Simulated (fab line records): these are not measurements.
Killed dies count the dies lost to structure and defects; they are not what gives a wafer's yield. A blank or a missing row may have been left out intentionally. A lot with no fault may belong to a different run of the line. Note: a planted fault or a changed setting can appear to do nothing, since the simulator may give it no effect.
Which of the tools did it? -- flow gf180mcu -- 42 wafers from 14 lots sampled at 5 of the route's 602 steps

== WHAT THE GAUGES SHOWED, per wafer ==
GF_NWELL_TW_MEAS_11.
lot,measured,on,NWELL_TW
L231,day 3 15:31,film metro-03,1612 1608 1616
L232,day 3 20:23,film metro-03,1626 1611 1619
L233,day 4 00:20,film metro-04,1566 1575 1573
L234,day 4 06:56,film metro-03,1532 1536 1544
L235,day 4 12:28,film metro-04,1495 1499 1502
L237,day 4 22:19,film metro-01,1594 1598 1593
L240,day 5 14:01,film metro-01,1603 1608 1615
L244,day 6 13:19,film metro-04,1560 1575 1563
L245,day 6 17:34,film metro-03,1605 1613 1600
L246,day 6 22:49,film metro-03,1613 1607 1612
L247,day 7 06:49,film metro-04,1578 1569 1588
L248,day 7 11:10,film metro-03,1610 1610 1621
L249,day 7 15:53,film metro-01,1603 1602 1598
L252,day 8 08:43,film metro-01,1602 1599 1605

GF_VT_IMPLANT_RS_MEAS_47: measurement is done with a four-point probe.
lot,measured,on,NWELL_RS (ohm/sq)
L231,day 8 00:41,film metro-03,489.4 489.8 488.9
L232,day 8 06:22,film metro-04,486.0 487.9 486.3
L233,day 8 11:20,film metro-03,487.3 488.1 487.0
L234,day 8 19:16,film metro-01,- - -
L235,day 9 00:58,film metro-04,- - -
L237,day 9 14:00,film metro-04,489.4 488.1 487.9
L240,day 10 08:26,film metro-01,487.1 487.0 485.0
L244,day 11 12:29,film metro-03,487.3 487.2 487.2
L245,day 11 16:02,film metro-04,486.6 486.8 487.9
L246,day 11 22:56,film metro-04,489.8 488.3 487.3
L247,day 12 07:24,film metro-01,488.0 488.0 488.3
L248,day 12 15:30,film metro-03,489.1 489.3 489.9
L249,day 12 21:05,film metro-01,487.9 486.8 486.8
L252,day 14 02:18,film metro-04,487.2 487.5 487.4

GF_SAB_CD_MEAS_09 targets a cd of 420 nm.
lot,measured,on,cd nm (nm)
L231,day 15 16:19,cd sem-02,416.9 419.4 419.8
L232,day 15 20:47,cd sem-01,417.7 416.9 415.6
L233,day 16 08:58,cd sem-01,422.5 422.7 424.6
L237,day 18 02:34,cd sem-02,418.1 415.5 418.8
L240,day 18 18:20,cd sem-02,418.9 418.4 418.0
L244,day 20 07:25,cd sem-01,421.4 421.3 420.7
L245,day 20 16:01,cd sem-01,420.7 419.2 421.7
L246,day 20 21:01,cd sem-02,418.4 419.4 421.5
L247,day 21 05:05,cd sem-01,421.3 418.9 420.6
L248,day 21 16:25,cd sem-02,417.4 419.4 417.9
L249,day 22 02:54,cd sem-02,420.0 420.4 417.9
L252,day 23 10:34,cd sem-02,417.6 418.2 416.9

== TOOL THAT RAN EACH LOT (tool first, then ch and the chambers of the sampled wafers, then the start) ==
lot,GF_NWELL_IMPLANT_09,GF_HV_LDD_RTA_52
L231,"implanter-03 ch 0, day 3 15:16","rtp anneal-02 ch 0, day 12 23:08"
L232,"implanter-04 ch 0, day 3 20:08","rtp anneal-02 ch 0, day 13 02:28"
L233,"implanter-03 ch 0, day 4 00:07","rtp anneal-02 ch 0, day 13 11:44"
L234,"implanter-04, day 4 06:41",-
L235,"implanter-03, day 4 12:13",-
L237,"implanter-04 ch 0, day 4 22:04","rtp anneal-01 ch 0, day 15 03:11"
L240,"implanter-04 ch 0, day 5 13:46","rtp anneal-02 ch 0, day 15 17:29"
L244,"implanter-01 ch 0, day 6 13:04","rtp anneal-02 ch 0, day 17 04:32"
L245,"implanter-03 ch 0, day 6 17:19","rtp anneal-01 ch 0, day 17 12:30"
L246,"implanter-04 ch 0, day 6 22:34","rtp anneal-01 ch 0, day 17 17:35"
L247,"implanter-04 ch 0, day 7 06:34","rtp anneal-01 ch 0, day 18 01:33"
L248,"implanter-04 ch 0, day 7 10:55","rtp anneal-01 ch 0, day 18 12:05"
L249,"implanter-04 ch 0, day 7 15:40","rtp anneal-01 ch 0, day 18 23:11"
L252,"implanter-01 ch 0, day 8 08:28","rtp anneal-02 ch 0, day 20 07:23"
- GF_NWELL_IMPLANT_09
- GF_HV_LDD_RTA_52: time 10 s.

== WHAT THE TOOLS THEMSELVES READ (means of the sampled wafers that have a number; where no wafer has one, the mark that the record gives instead) ==
GF_NWELL_IMPLANT_09.
lot,tool,beam energy keV,beam on s (s)
L231,implanter-03,159.96,10.08
L232,implanter-04,159.99,10.04
L233,implanter-03,159.94,10.12
L234,implanter-04,-,-
L235,implanter-03,-,-
L237,implanter-04,159.91,9.91
L240,implanter-04,159.98,9.93
L244,implanter-01,159.95,10.01
L245,implanter-03,160.02,9.74
L246,implanter-04,159.99,9.99
L247,implanter-04,160.04,10.01
L248,implanter-04,159.92,10.10
L249,implanter-04,159.93,10.04
L252,implanter-01,159.94,10.06

GF_HV_LDD_RTA_52.
lot,tool,lamp power pct (%),wafer_temp_C_max
L231,rtp anneal-02,36.7,1006.6
L232,rtp anneal-02,36.7,1007.7
L233,rtp anneal-02,36.7,1006.5
L237,rtp anneal-01,34.0,1008.2
L240,rtp anneal-02,36.7,1007.6
L244,rtp anneal-02,36.8,1007.9
L245,rtp anneal-01,33.9,1007.4
L246,rtp anneal-01,34.0,1006.4
L247,rtp anneal-01,34.0,1008.3
L248,rtp anneal-01,33.9,1006.8
L249,rtp anneal-01,33.9,1007.5
L252,rtp anneal-02,36.7,1008.9

== THE ANSWER, worked out from the rows above alone ==
Rule: the lots themselves supply what counts as usual. The widest of any qualifying gaps counts: lots, ordered by their means at a reading, are off when they make up no more than a third of the lots, leave a main group of 4 or more, and stand apart from it by 3 or more times the standard deviation of that group's means. A main group whose means are all the same, to the digits that the tables above print for the reading, isn't used. A lot without any number at a reading at which 4 lots or more have one is off too. The other lots that the step has rows for count as sound. After the gauges, taken in route order, come the tools' own readings; for these a lot's mean is taken, as printed above. At the first step where some lot is off, the reading lying furthest off is the one used; lots without a number count as furthest.
Off: at GF_VT_IMPLANT_RS_MEAS_47 (NWELL_RS), L234, L235. Without a number there: L234, L235. The main group: mean 487.8 ohm/sq, standard deviation 0.95.
If a tool, at a process step before that reading, ran all the lots that are off and no sound lot after the first of them, it fits. Not tried: the gauges at GF_VT_IMPLANT_RS_MEAS_47; whatever is off there is also off at GF_NWELL_IMPLANT_09, on other tools, and gauge error can't account for it. None of those tried fits.

== WHAT THE SIMULATOR HAD PUT IN ==
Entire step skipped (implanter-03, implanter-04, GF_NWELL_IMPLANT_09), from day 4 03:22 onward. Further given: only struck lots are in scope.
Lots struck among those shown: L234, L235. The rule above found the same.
